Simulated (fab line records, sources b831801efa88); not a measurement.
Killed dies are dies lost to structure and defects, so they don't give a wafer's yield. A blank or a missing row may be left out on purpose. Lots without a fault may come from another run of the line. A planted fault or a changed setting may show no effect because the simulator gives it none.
fab line records | flow gf180mcu
record lots=12 wafers=33 last_day=34
route steps=602 shown HV_LDD@185 CONTACT@303
lots that met no fault: from a run of the same line without faults
start_h: hours from the record's first day to the start of the lot's first wafer shown | wait_h: hours since the lot's step before | " the same as in the row above | L1.1+2: a row that stands for several wafers | - no value, or no start given | * or withheld: withheld | < > ~ a bound
route shown NAME@n: a module of which the file shows steps, and the number in the route of the first | usual: mean/standard deviation of fault-free wafers | same: alike in all rows | chamber/n: place in a boat | sites: the reading at each site | _std_site: their standard deviation | _edge_site: outer sites' mean less inner sites' | radius_mm: how far each site lies from the wafer's centre | mask NAME#n: copy n | behind: the tool/chamber that last shaped the wafer | hold: why the lot was held/for how many hours/how that ended | device: the transistor (n, p or np) that didn't switch | end of line: the same wafers' tests at the end of the route | a step without rows: its recipe alone | killed: dies lost to structure and defects at the first sort, not the wafer's yield | map: a wafer's dies, x killed, . not, _ none there
set.NAME: the setting as run; set.NAME@STEP: as run at that earlier step | model.NAME: the simulator's own value behind a step, which no gauge read
steps of the route over a sample of lots; a table a step, a row a wafer
services: from which hour (start_h, from the record's first day; less than 0 if before it) a tool's chamber was out of use, for how many hours, and why
## steps
# step GF_HV_LDD_IMPLANT_09
# recipe species=As energy_kev=40 dose_cm2=1e+14 tilt_deg=7
# usual beam_on_s=10.00/0.2 faraday_current_uA=563/11 tilt_deg=6.992/0.022
# columns lot.wafer tool chamber start_h wait_h beam_on_s faraday_current_uA tilt_deg
L234.3 implanter-03 0 211.90 0.1 9.73 578 6.985
L234.5 " 0 " " 10.06 562 7.011
L234.6 " 0 " " 9.71 577 7.001
L235.2 implanter-03 0 223.59 0.0 10.00 564 6.989
L235.3 " 0 " " 9.92 566 6.952
L235.5 " 0 " " 9.82 571 6.978
L237.1 implanter-04 0 235.20 0.0 10.14 558 6.987
L237.2 " 0 " " 10.21 551 6.983
L237.5 " 0 " " 10.65 526 6.971
L238.1 implanter-03 0 246.70 0.0 10.01 561 6.999
L238.3 " 0 " " 9.92 569 7.002
L238.5 " 0 " " 9.96 567 6.997
L239.1 implanter-04 0 254.95 0.0 10.16 554 6.993
L239.3 " 0 " " 9.71 581 6.961
L239.6 " 0 " " 10.33 544 7.008
L242.1 implanter-04 0 276.81 0.0 10.12 558 6.977
L242.2 " 0 " " 9.88 569 6.969
L242.3 " 0 " " 9.89 569 7.017
L245.2 implanter-04 0 296.34 0.0 8.35 674 6.997
L245.4 " 0 " " 9.60 586 7.008
L246.1 implanter-04 0 301.26 0.0 8.10 698 6.973
L246.2 " 0 " " 8.24 680 6.993
L248.1 implanter-04 0 322.51 0.0 8.40 671 7.018
L248.5 " 0 " " 9.97 563 7.015
L252.1 implanter-03 0 358.45 0.0 10.05 562 7.014
L252.2 " 0 " " 9.79 576 6.992
L252.4 " 0 " " 9.90 570 6.998
L253.3 implanter-03 0 366.06 0.1 10.15 556 7.000
L253.5 " 0 " " 9.79 574 7.039
L253.6 " 0 " " 10.01 562 7.042
L256.1 implanter-03 0 384.21 0.0 9.68 583 6.949
L256.2 " 0 " " 9.86 571 6.967
L256.6 " 0 " " 10.06 562 6.964
# step GF_HV_LDD_TW_MEAS_11
# usual HV_LDD_TW=2407/17
# columns lot.wafer tool chamber start_h wait_h hold HV_LDD_TW
L234.3 film_metro-04 - 212.12 0.1 - 2396
L234.5 " - " " - 2402
L234.6 " - " " - 2409
L235.2 film_metro-01 - 223.83 0.1 - 2424
L235.3 " - " " - 2429
L235.5 " - " " - 2424
L237.1 film_metro-01 - 235.45 0.1 - 2426
L237.2 " - " " - 2425
L237.5 " - " " - 2433
L238.1 film_metro-01 - 246.95 0.1 - 2396
L238.3 " - " " - 2411
L238.5 " - " " - 2421
L239.1 film_metro-04 - 255.20 0.1 - 2376
L239.3 " - " " - 2389
L239.6 " - " " - 2395
L242.1 film_metro-03 - 277.06 0.1 - 2438
L242.2 " - " " - 2426
L242.3 " - " " - 2427
L245.2 film_metro-03 - 296.57 0.1 await_dispo/0.2h/release 2282
L245.4 " - " " await_dispo/0.2h/release 2423
L245.2 film_metro-03 - 296.80 0.2 - 2285
L245.4 " - " " - 2414
L246.1 film_metro-03 - 301.51 0.1 await_dispo/0.2h/release 2289
L246.2 " - " " await_dispo/0.2h/release 2275
L246.1 film_metro-03 - 301.74 0.2 - 2292
L246.2 " - " " - 2295
L248.1 film_metro-01 - 322.76 0.1 await_dispo/0.2h/release 2281
L248.5 " - " " await_dispo/0.2h/release 2414
L248.1 film_metro-01 - 322.99 0.2 - 2281
L248.5 " - " " - 2411
L252.1 film_metro-01 - 358.70 0.1 - 2390
L252.2 " - " " - 2389
L252.4 " - " " - 2392
L253.3 film_metro-01 - 366.28 0.1 - 2424
L253.5 " - " " - 2414
L253.6 " - " " - 2420
L256.1 film_metro-03 - 384.46 0.1 - 2420
L256.2 " - " " - 2413
L256.6 " - " " - 2414
# step GF_HV_LDD_TW_MEAS_23
# usual HV_LDD_2_TW=1052/6.9
# columns lot.wafer tool chamber start_h wait_h HV_LDD_2_TW
L234.3 film_metro-03 - 230.29 0.1 1062
L234.5 " - " " 1062
L234.6 " - " " 1059
L235.2 film_metro-04 - 241.82 0.1 1051
L235.3 " - " " 1047
L235.5 " - " " 1051
L237.1 film_metro-01 - 254.37 0.1 1049
L237.2 " - " " 1051
L237.5 " - " " 1050
L238.1 film_metro-01 - 265.31 0.1 1049
L238.3 " - " " 1053
L238.5 " - " " 1051
L239.1 film_metro-04 - 275.21 0.1 1042
L239.3 " - " " 1050
L239.6 " - " " 1043
L242.1 film_metro-03 - 297.06 0.1 1053
L242.2 " - " " 1054
L242.3 " - " " 1058
L245.2 film_metro-03 - 317.51 0.1 1055
L245.4 " - " " 1058
L246.1 film_metro-01 - 323.06 0.1 1053
L246.2 " - " " 1052
L248.1 film_metro-01 - 344.30 0.1 1038
L248.5 " - " " 1047
L252.1 film_metro-04 - 380.81 0.1 1051
L252.2 " - " " 1048
L252.4 " - " " 1050
L253.3 film_metro-04 - 388.38 0.1 1043
L253.5 " - " " 1044
L253.6 " - " " 1043
L256.1 film_metro-04 - 407.56 0.1 1044
L256.2 " - " " 1042
L256.6 " - " " 1036
# step GF_HV_LDD_RS_MEAS_53
# recipe thk_meas_gauge=four-point-probe
# usual HV_LDD_RS=418.7/0.97
# columns lot.wafer tool chamber start_h wait_h hold HV_LDD_RS[ohm/sq]
L234.3 film_metro-03 - 268.82 0.1 - 418.7
L234.5 " - " " - 418.6
L234.6 " - " " - 418.6
L235.2 film_metro-04 - 282.52 0.1 - 419.9
L235.3 " - " " - 419.5
L235.5 " - " " - 420.2
L237.1 film_metro-01 - 295.33 0.1 - 420.0
L237.2 " - " " - 419.6
L237.5 " - " " - 419.1
L238.1 film_metro-04 - 306.51 0.1 - 418.8
L238.3 " - " " - 418.9
L238.5 " - " " - 420.3
L239.1 film_metro-04 - 317.55 0.1 - 418.4
L239.3 " - " " - 418.2
L239.6 " - " " - 416.7
L242.1 film_metro-03 - 340.06 0.1 - 418.8
L242.2 " - " " - 419.2
L242.3 " - " " - 418.7
L245.2 film_metro-03 - 361.73 0.1 await_dispo/0.2h/release 456.5
L245.4 " - " " await_dispo/0.2h/release 418.0
L245.2 film_metro-03 - 362.02 0.3 - 456.4
L245.4 " - " " - 417.7
L246.1 film_metro-04 - 366.95 0.1 await_dispo/0.2h/release 455.0
L246.2 " - " " await_dispo/0.2h/release 455.6
L246.1 film_metro-04 - 367.23 0.3 - 455.3
L246.2 " - " " - 456.1
L248.1 film_metro-03 - 389.09 0.1 await_dispo/0.2h/release 455.8
L248.5 " - " " await_dispo/0.2h/release 418.7
L248.1 film_metro-03 - 389.38 0.3 - 456.3
L248.5 " - " " - 418.1
L252.1 film_metro-01 - 428.64 0.1 - 416.1
L252.2 " - " " - 417.8
L252.4 " - " " - 417.5
L253.3 film_metro-03 - 434.88 0.1 - 419.3
L253.5 " - " " - 418.3
L253.6 " - " " - 418.3
L256.1 film_metro-04 - 456.60 0.1 - 418.9
L256.2 " - " " - 419.0
L256.6 " - " " - 419.3
# step GF_CONTACT_ETCH_16
# recipe chemistry=N2/H2 target_depth_a=withheld overetch_a=withheld time_s=withheld target=BARC ion_energy_ev=200 source_w=500 bias_w=100 pressure_mtorr=30 n2_flow_sccm=100 h2_flow_sccm=200
# usual drypump_motor_current_A=5.8/0.46 n2_flow_sccm=100.0/0.31 oes_product_au=0.855/0.0044 throttle_valve_pct=13.225/0.0085
# columns lot.wafer tool chamber start_h wait_h drypump_motor_current_A n2_flow_sccm oes_product_au throttle_valve_pct
L234.3 rie_diel-02 2 358.15 0.0 5.9 100.0 0.857 13.231
L234.5 " 1 " " 5.3 100.2 0.850 13.225
L234.6 " 2 " " 5.9 99.7 0.860 13.220
L235.2 rie_diel-03 3 373.40 0.0 5.9 100.3 0.857 13.221
L235.3 " 0 " " 6.0 99.8 0.853 13.233
L235.5 " 2 " " 5.5 100.1 0.858 13.224
L237.1 rie_diel-02 1 386.16 0.0 5.3 99.9 0.862 13.224
L237.2 " 2 " " 5.9 100.0 0.861 13.217
L237.5 " 1 " " 5.3 100.4 0.858 13.225
L238.1 rie_diel-03 1 400.76 0.0 6.0 100.0 0.851 13.219
L238.3 " 3 " " 6.0 100.2 0.850 13.225
L238.5 " 0 " " 6.0 100.1 0.855 13.228
L239.1 rie_diel-01 0 412.31 0.0 5.2 99.8 0.857 13.224
L239.3 " 3 " " 6.4 99.8 0.869 13.213
L239.6 " 1 " " 4.9 99.7 0.857 13.219
L242.1 rie_diel-02 0 436.31 0.0 6.2 99.7 0.858 13.214
L242.2 " 1 " " 5.3 99.9 0.854 13.220
L242.3 " 3 " " 5.5 99.4 0.857 13.244
L245.2 rie_diel-01 1 460.16 0.0 4.8 99.3 0.856 13.218
L245.4 " 2 " " 6.6 99.8 0.858 13.226
L246.1 rie_diel-01 2 467.30 0.0 6.5 100.1 0.848 13.231
L246.2 " 1 " " 4.9 99.8 0.851 13.237
L248.1 rie_diel-01 3 490.46 0.0 6.4 99.9 0.859 13.239
L248.5 " 0 " " 5.2 100.3 0.859 13.225
L252.1 rie_diel-01 1 528.66 0.0 4.8 100.2 0.853 13.209
L252.2 " 0 " " 5.2 100.1 0.857 13.226
L252.4 " 2 " " 6.6 100.2 0.858 13.232
L253.3 rie_diel-01 3 533.86 0.0 6.5 100.3 0.850 13.226
L253.5 " 2 " " 6.5 99.9 0.850 13.229
L253.6 " 1 " " 4.9 99.7 0.852 13.224
L256.1 rie_diel-03 1 554.16 0.0 6.0 100.0 0.851 13.237
L256.2 " 3 " " 6.0 99.8 0.857 13.227
L256.6 " 3 " " 6.0 100.2 0.860 13.234
# step GF_CONTACT_SPUTTER_22
# recipe material=Ti target_thk_nm=15 chamber_pressure_pa=5 power_w=2500 substrate_temp_c=200 time_s=80.02
# usual throttle_valve_pct=30.1/1.2
# columns lot.wafer tool chamber start_h wait_h throttle_valve_pct
L234.3 pvd_sputter-02 - 358.74 0.0 30.8
L234.5 " - " " 32.0
L234.6 " - " " 30.5
L235.2 pvd_sputter-02 - 373.86 0.0 29.8
L235.3 " - " " 31.2
L235.5 " - " " 31.9
L237.1 pvd_sputter-01 - 386.62 0.0 29.6
L237.2 " - " " 30.9
L237.5 " - " " 28.8
L238.1 pvd_sputter-02 - 401.22 0.0 30.6
L238.3 " - " " 30.6
L238.5 " - " " 30.7
L239.1 pvd_sputter-02 - 412.77 0.0 30.9
L239.3 " - " " 30.7
L239.6 " - " " 30.5
L242.1 pvd_sputter-04 - 436.86 0.0 30.1
L242.2 " - " " 31.1
L242.3 " - " " 27.9
L245.2 pvd_sputter-04 - 460.62 0.0 27.3
L245.4 " - " " 28.5
L246.1 pvd_sputter-02 - 467.76 0.0 31.8
L246.2 " - " " 29.6
L248.1 pvd_sputter-02 - 490.92 0.0 31.9
L248.5 " - " " 31.7
L252.1 pvd_sputter-01 - 529.12 0.0 30.7
L252.2 " - " " 29.3
L252.4 " - " " 28.9
L253.3 pvd_sputter-02 - 534.33 0.0 29.6
L253.5 " - " " 31.9
L253.6 " - " " 30.8
L256.1 pvd_sputter-01 - 554.62 0.0 29.2
L256.2 " - " " 29.3
L256.6 " - " " 29.3
## services
# columns tool chamber start_h hours kind
implanter-03 - 220.26 2.0 repair
rie_diel-01 1 222.00 10.8 repair
rie_diel-03 1 235.37 4.1 repair
implanter-04 - 249.98 4.7 pm
rie_diel-01 2 282.74 12.1 repair
rie_diel-01 0 284.46 10.9 repair
rie_diel-01 3 297.57 5.7 repair
rie_diel-03 3 309.54 15.6 repair
rie_diel-02 3 326.36 18.8 repair
pvd_sputter-01 - 331.58 0.5 repair
rie_diel-02 3 351.18 17.2 repair
rie_diel-01 1 360.64 4.5 repair
implanter-04 - 382.41 4.0 pm
implanter-04 - 402.82 3.8 repair
implanter-03 - 411.44 46.6 pm
pvd_sputter-02 - 430.25 3.7 repair
pvd_sputter-02 - 449.51 1.0 repair
implanter-03 - 458.06 4.4 pm
implanter-04 - 460.72 100.3 pm
implanter-03 - 476.71 6.0 repair
rie_diel-01 0 496.06 11.2 repair
pvd_sputter-02 - 521.53 3.5 repair
rie_diel-01 - 540.84 2.8 pm
implanter-03 - 547.05 0.5 repair
## key
first_sign step=GF_HV_LDD_IMPLANT_09 reading=faraday_current_uA direction=up sigmas=10 usual=563 struck=681
effect step=GF_HV_LDD_IMPLANT_09 reading=beam_on_s direction=down sigmas=8.6 usual=10.00 struck=8.27
effect step=GF_HV_LDD_TW_MEAS_11 reading=visit direction=added
effect step=GF_HV_LDD_TW_MEAS_11 reading=HV_LDD_TW direction=down sigmas=7.5 usual=2407 struck=2282
effect step=GF_HV_LDD_RS_MEAS_53 reading=HV_LDD_RS direction=up sigmas=38 usual=418.7 struck=455.7
met_at GF_HV_LDD_IMPLANT_09
struck_lots L245,L246,L248
struck_wafers L245.2,L246.1,L246.2,L248.1
tester_left_out L245,L246,L248
not_acting_at GF_HV_LDD_TW_MEAS_23,GF_CONTACT_ETCH_16,GF_CONTACT_SPUTTER_22
onset_between 276.81 296.34
fault kind=process_parameter_drift tool=implanter-04 chamber=- onset_h=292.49 steps=GF_HV_LDD_IMPLANT_09 channel=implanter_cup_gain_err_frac offset=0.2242 shape=step end_h=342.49 scope=struck_wafers_only
# tester_left_out: of these lots the tester's yield and bins aren't shown, on N5 and GAA mostly nor the transistor test; their killed dies are dies lost to structure and defects alone, not to doping, threshold or leakage, so they don't give the yield
